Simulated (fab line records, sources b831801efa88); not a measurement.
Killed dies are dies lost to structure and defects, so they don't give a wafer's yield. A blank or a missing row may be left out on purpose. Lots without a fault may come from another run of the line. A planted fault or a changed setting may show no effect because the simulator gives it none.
Which tool did it? | flow sky130 | 13 lots, 39 wafers sampled, at 5 steps of a route of 708

WHAT THE GAUGES READ, wafer by wafer
SKY_CAPM_RS_MEAS_03: measures by four-point-probe.
lot  | measured     | on            | CAPM_TIN_RS (ohm/sq)
L778 | day 36 21:23 | film_metro-02 | 6.85 6.89 6.92
L777 | day 36 22:07 | film_metro-01 | 6.92 6.84 6.91
L779 | day 37 02:40 | film_metro-04 | 6.99 6.91 6.95
L780 | day 37 21:36 | film_metro-02 | 6.88 6.88 6.89
L781 | day 37 22:47 | film_metro-02 | 6.85 6.89 6.83
L782 | day 38 03:34 | film_metro-04 | 6.90 6.93 6.93
L783 | day 38 05:27 | film_metro-01 | 6.94 6.90 6.95
L784 | day 39 00:17 | film_metro-04 | 6.87 6.86 6.94
L785 | day 39 05:34 | film_metro-02 | 6.86 6.90 6.94
L788 | day 40 05:38 | film_metro-04 | 7.00 7.10 6.98
L798 | day 42 22:17 | film_metro-04 | 6.99 6.98 6.97
L797 | day 42 22:34 | film_metro-04 | 6.98 7.00 7.04
L799 | day 43 02:41 | film_metro-01 | 6.89 6.89 6.84

SKY_METAL3_CD_MEAS_13: target cd 300 nm.
lot  | measured     | on        | cd_nm (nm)
L778 | day 39 01:41 | cd_sem-01 | 299.6 300.8 298.4
L777 | day 39 01:53 | cd_sem-02 | 301.3 300.8 301.5
L779 | day 39 07:26 | cd_sem-01 | 299.4 300.2 300.7
L780 | day 39 23:56 | cd_sem-01 | 300.9 300.0 300.8
L781 | day 40 02:11 | cd_sem-02 | 299.2 299.1 298.8
L782 | day 40 06:53 | cd_sem-02 | 300.5 301.3 300.3
L783 | day 40 08:05 | cd_sem-01 | 299.6 298.9 298.4
L784 | day 41 02:50 | cd_sem-01 | 300.2 298.4 300.6
L785 | day 41 06:46 | cd_sem-02 | 300.7 300.9 302.7
L788 | day 42 06:13 | cd_sem-01 | 243.4 257.0 248.6
L798 | day 44 19:30 | cd_sem-02 | 299.1 299.6 300.1
L797 | day 44 20:20 | cd_sem-02 | 297.7 298.0 297.6
L799 | day 44 23:59 | cd_sem-01 | 299.2 300.1 299.4

SKY_METAL3_OVL_MEAS_14.
lot  | measured     | on         | METAL3_OVL (nm)
L778 | day 39 01:47 | overlay-01 | 1 -4 3
L777 | day 39 01:58 | overlay-02 | -8 -2 -16
L779 | day 39 07:31 | overlay-01 | 9 10 5
L780 | day 40 00:01 | overlay-02 | -7 4 0
L781 | day 40 02:16 | overlay-01 | -12 -2 -7
L782 | day 40 07:01 | overlay-02 | -3 -9 -11
L783 | day 40 08:10 | overlay-01 | -3 -9 -5
L784 | day 41 02:55 | overlay-02 | -3 -6 0
L785 | day 41 06:53 | overlay-02 | -2 1 -4
L788 | day 42 06:20 | overlay-02 | 0 -2 7
L798 | day 44 19:35 | overlay-01 | -10 -1 -10
L797 | day 44 20:27 | overlay-02 | -2 3 3
L799 | day 45 00:07 | overlay-01 | 5 -5 4

WHICH TOOL RAN EACH LOT (tool, then ch and the chambers of the sampled wafers, then the start)
lot  | SKY_METAL3_SPUTTER_02        | SKY_METAL3_EXPOSE_10
L778 | pvd_sputter-01, day 36 20:58 | krf_scanner-01 ch 0, day 38 13:13
L777 | pvd_sputter-02, day 36 21:46 | krf_scanner-01 ch 0, day 38 13:35
L779 | pvd_sputter-01, day 37 02:20 | krf_scanner-02 ch 0, day 38 19:05
L780 | pvd_sputter-01, day 37 21:16 | krf_scanner-01 ch 0, day 39 11:35
L781 | pvd_sputter-03, day 37 22:26 | krf_scanner-02 ch 0, day 39 13:50
L782 | pvd_sputter-03, day 38 03:16 | krf_scanner-01 ch 0, day 39 18:23
L783 | pvd_sputter-03, day 38 05:05 | krf_scanner-01 ch 0, day 39 20:05
L784 | pvd_sputter-02, day 38 23:56 | krf_scanner-02 ch 0, day 40 14:27
L785 | pvd_sputter-02, day 39 05:16 | krf_scanner-02 ch 0, day 40 18:35
L788 | pvd_sputter-02, day 40 05:20 | krf_scanner-02 ch 0, day 41 18:24
L798 | pvd_sputter-01, day 42 21:56 | krf_scanner-02 ch 0, day 44 09:08
L797 | pvd_sputter-03, day 42 22:14 | krf_scanner-01 ch 0, day 44 10:01
L799 | pvd_sputter-02, day 43 02:23 | krf_scanner-02 ch 0, day 44 13:57
- SKY_METAL3_SPUTTER_02: material AlCu, target thk 735 nm, time 39.1 s.
- SKY_METAL3_EXPOSE_10: exposes mask MM3, target cd 300 nm.

WHAT THE TOOLS THEMSELVES READ (means of the sampled wafers that have a number; where no wafer has one, the mark that the record gives instead)
SKY_METAL3_SPUTTER_02.
lot  | tool           | throttle_valve_pct (%)
L778 | pvd_sputter-01 | 29.4
L777 | pvd_sputter-02 | 30.0
L779 | pvd_sputter-01 | 29.6
L780 | pvd_sputter-01 | 28.8
L781 | pvd_sputter-03 | 31.0
L782 | pvd_sputter-03 | 31.6
L783 | pvd_sputter-03 | 30.1
L784 | pvd_sputter-02 | 30.3
L785 | pvd_sputter-02 | 29.8
L788 | pvd_sputter-02 | 29.9
L798 | pvd_sputter-01 | 30.5
L797 | pvd_sputter-03 | 30.7
L799 | pvd_sputter-02 | 30.2

SKY_METAL3_EXPOSE_10.
lot  | tool           | exposure_dose_mJ_cm2
L778 | krf_scanner-01 | 28.015
L777 | krf_scanner-01 | 28.000
L779 | krf_scanner-02 | 28.004
L780 | krf_scanner-01 | 27.999
L781 | krf_scanner-02 | 28.039
L782 | krf_scanner-01 | 28.006
L783 | krf_scanner-01 | 28.017
L784 | krf_scanner-02 | 28.042
L785 | krf_scanner-02 | 28.011
L788 | krf_scanner-02 | 26.229
L798 | krf_scanner-02 | 27.971
L797 | krf_scanner-01 | 28.002
L799 | krf_scanner-02 | 28.006

THE ANSWER, worked out from the rows above alone
Rule: what is usual is taken from the lots themselves. Put in order of their means at a reading, lots are off if they are a third of the lots or fewer, leave a main group of 4 or more, and stand apart from it by a gap of 3 or more times the standard deviation of the main group's means; of several such gaps the widest counts. A main group whose means are all the same, to the digits that the tables above print for the reading, isn't used. A lot without any number at a reading at which 4 lots or more have one is off too. The other lots that the step has rows for count as sound. The gauges are gone through in route order, then the tools' own readings, and for those a lot's mean is taken as printed above. The first step at which some lot is off is used, and at that step the reading that is off furthest; a lot without a number counts as furthest.
Off: L788, at SKY_METAL3_CD_MEAS_13 (cd_nm). The main group: mean 299.9 nm, standard deviation 0.98.
A tool fits if, at a process step before that reading, it ran every lot that is off, and no sound lot after the first of them. The gauges at SKY_METAL3_CD_MEAS_13 aren't tried: what is off there is off at SKY_METAL3_EXPOSE_10 too, on other tools, and a gauge's error can't cause that. None of those tried fits.

WHAT THE SIMULATOR HAD PUT IN
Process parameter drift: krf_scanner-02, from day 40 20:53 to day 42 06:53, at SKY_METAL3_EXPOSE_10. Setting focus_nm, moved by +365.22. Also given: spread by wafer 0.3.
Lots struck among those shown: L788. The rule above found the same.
